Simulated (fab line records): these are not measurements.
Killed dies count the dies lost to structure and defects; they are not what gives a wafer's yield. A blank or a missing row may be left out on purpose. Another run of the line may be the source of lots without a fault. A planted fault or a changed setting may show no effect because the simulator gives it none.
Which tool was responsible?	flow gf180mcu	10 lots, 30 wafers sampled, at 3 steps of a route of 602

WHAT EACH GAUGE READ, for each wafer
GF_MIM_RS_MEAS_10: the measuring method here is four-point-probe.
lot	measured	on	MIM_ALCU_RS (ohm/sq)
L109	day 24 17:45	filmMetro-01	0.1635 0.1613 0.1630
L111	day 25 02:48	filmMetro-02	0.1586 0.1595 0.1592
L113	day 25 19:25	filmMetro-03	0.1613 0.1609 0.1629
L120	day 28 00:41	filmMetro-01	0.1632 0.1642 0.2159
L122	day 28 20:06	filmMetro-01	0.1613 0.2197 0.2162
L124	day 29 09:53	filmMetro-03	0.1625 0.1624 0.1622
L126	day 29 18:20	filmMetro-03	0.1646 0.1630 0.1637
L127	day 29 23:23	filmMetro-03	0.1618 0.1622 0.1598
L130	day 30 20:11	filmMetro-01	0.1621 0.1607 0.1598
L132	day 31 09:43	filmMetro-03	0.1607 0.1606 0.1595

WHAT TOOL EACH LOT RAN ON (gives the tool, then ch and the chambers of the sampled wafers, and finally the start)
lot	GF_MIM_SPUTTER_01	GF_MIM_SPUTTER_08
L109	pvdSputter-01, day 24 17:24	pvdSputter-03, day 24 17:40
L111	pvdSputter-01, day 25 02:26	pvdSputter-03, day 25 02:42
L113	pvdSputter-02, day 25 19:06	pvdSputter-01, day 25 19:22
L120	pvdSputter-02, day 28 00:23	pvdSputter-03, day 28 00:38
L122	pvdSputter-01, day 28 19:45	pvdSputter-03, day 28 20:01
L124	pvdSputter-03, day 29 09:34	pvdSputter-01, day 29 09:50
L126	pvdSputter-03, day 29 18:02	pvdSputter-02, day 29 18:17
L127	pvdSputter-03, day 29 23:05	pvdSputter-02, day 29 23:20
L130	pvdSputter-03, day 30 19:53	pvdSputter-01, day 30 20:08
L132	pvdSputter-01, day 31 09:22	pvdSputter-03, day 31 09:37
- GF_MIM_SPUTTER_01: material TiN, target thk 30 nm, time 25 s.
- GF_MIM_SPUTTER_08: material AlCu, target thk 200 nm, time 10.6 s.

THE ANSWER, worked out from the rows above alone
Rule: what is usual is taken from the lots themselves. The widest of any qualifying gaps counts: lots, ordered by their means at a reading, are off when they make up no more than a third of the lots, leave a main group of 4 or more, and stand apart from it by 3 or more times the standard deviation of that group's means. A main group is skipped when, at the precision printed for the reading in the tables above, its means are all equal. Also off: a lot with no number at a reading for which 4 or more lots have one. Where the step has rows for the other lots, those lots are counted as sound.
Off: L120, L122, seen at GF_MIM_RS_MEAS_10 (MIM_ALCU_RS). The main group: mean 0.1615 ohm/sq, standard deviation 0.0014.
If a tool, at a process step before that reading, ran all the lots that are off and no sound lot after the first of them, it fits. Gauges at GF_MIM_RS_MEAS_10: tried the same way as those tools. None of those tried fits.

WHAT HAD BEEN PUT IN BY THE SIMULATOR
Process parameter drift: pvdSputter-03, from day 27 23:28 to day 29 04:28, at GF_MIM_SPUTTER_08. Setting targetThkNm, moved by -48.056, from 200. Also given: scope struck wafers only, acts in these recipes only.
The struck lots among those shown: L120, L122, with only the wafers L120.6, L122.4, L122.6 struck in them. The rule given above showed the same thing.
